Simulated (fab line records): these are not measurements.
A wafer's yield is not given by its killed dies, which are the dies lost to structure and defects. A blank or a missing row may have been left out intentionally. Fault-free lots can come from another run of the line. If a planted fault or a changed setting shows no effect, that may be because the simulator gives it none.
2 desks looking at one fault || flow sky130 || every desk sees just its own numbers, and what lay behind them comes last

## THE METROLOGY DESK
What the gauges read, lot by lot, whatever tool the lot ran on: means of the sampled wafers that have a number. Marked OUT: a lot whose mean sits more than 4 standard deviations from the usual mean, which makes it out of limits; the brackets give that distance.
Columns: A = CAPM_CVD_00_THK at SKY_CAPM_THK_MEAS_01, usual 15.5 nm
{"lot": "L589", "first seen here": "day 37 06:11", "A": 15.4}
{"lot": "L591", "first seen here": "day 37 17:58", "A": 15.6}
{"lot": "L590", "first seen here": "day 38 06:59", "A": 15.2}
{"lot": "L593", "first seen here": "day 38 22:23", "A": 15.4}
{"lot": "L595", "first seen here": "day 39 16:58", "A": 15.6}
{"lot": "L597", "first seen here": "day 40 06:50", "A": 15.4}
{"lot": "L598", "first seen here": "day 40 09:50", "A": 15.9}
{"lot": "L600", "first seen here": "day 40 23:02", "A": 15.9}
{"lot": "L604", "first seen here": "day 41 18:45", "A": 15.3}
{"lot": "L608", "first seen here": "day 42 16:07", "A": 15.7}
{"lot": "L609", "first seen here": "day 43 11:16", "A": 15.5}
This desk found nothing out of limits on any of the 11 lots.

## THE TOOL OWNER'S DESK: rie-diel-04
The tool's own readings at SKY_VIA3_ETCH_14 (etches BARC in N2/H2, stops on SiO2, time 45.9 s, target depth 60 nm): means of the sampled wafers that have a number, for each lot that ran on this tool. Marked OUT: a lot whose mean sits more than 4 standard deviations from the usual mean, which makes it out of limits; the brackets give that distance.
Columns: A = chamber-pressure-mTorr at SKY_VIA3_ETCH_14, usual 30.00 mTorr; B = drypump-motor-current-A at SKY_VIA3_ETCH_14, usual 6.0 A; C = oes-product-au at SKY_VIA3_ETCH_14, usual 0.855 a.u.; D = run-length-s at SKY_VIA3_ETCH_14, usual 74.3 s; E = throttle-valve-pct at SKY_VIA3_ETCH_14, usual 13.226 %
{"lot": "L590", "first seen here": "day 41 09:44", "A": 29.99, "B": 5.9, "C": 0.857, "D": 74.3, "E": 13.218}
{"lot": "L595", "first seen here": "day 42 18:19", "A": 30.00, "B": 6.2, "C": 0.858, "D": 74.1, "E": 13.231}
{"lot": "L597", "first seen here": "day 43 08:13", "A": 30.01, "B": 6.1, "C": 0.875, "D": 73.0, "E": 13.230}
{"lot": "L600", "first seen here": "day 43 21:50", "A": 30.00, "B": 5.8, "C": 0.865, "D": 73.8, "E": 13.230}
{"lot": "L609", "first seen here": "day 46 07:28", "A": 30.01, "B": 6.2, "C": 0.849, "D": 74.0, "E": 13.223}
This desk found nothing out of limits on any of the 5 lots.

## PUT TOGETHER
At the metrology desk, nothing out of limits was observed.
The tool owner's desk saw nothing out of limits.

## WHAT HAD BEEN PUT IN BY THE SIMULATOR
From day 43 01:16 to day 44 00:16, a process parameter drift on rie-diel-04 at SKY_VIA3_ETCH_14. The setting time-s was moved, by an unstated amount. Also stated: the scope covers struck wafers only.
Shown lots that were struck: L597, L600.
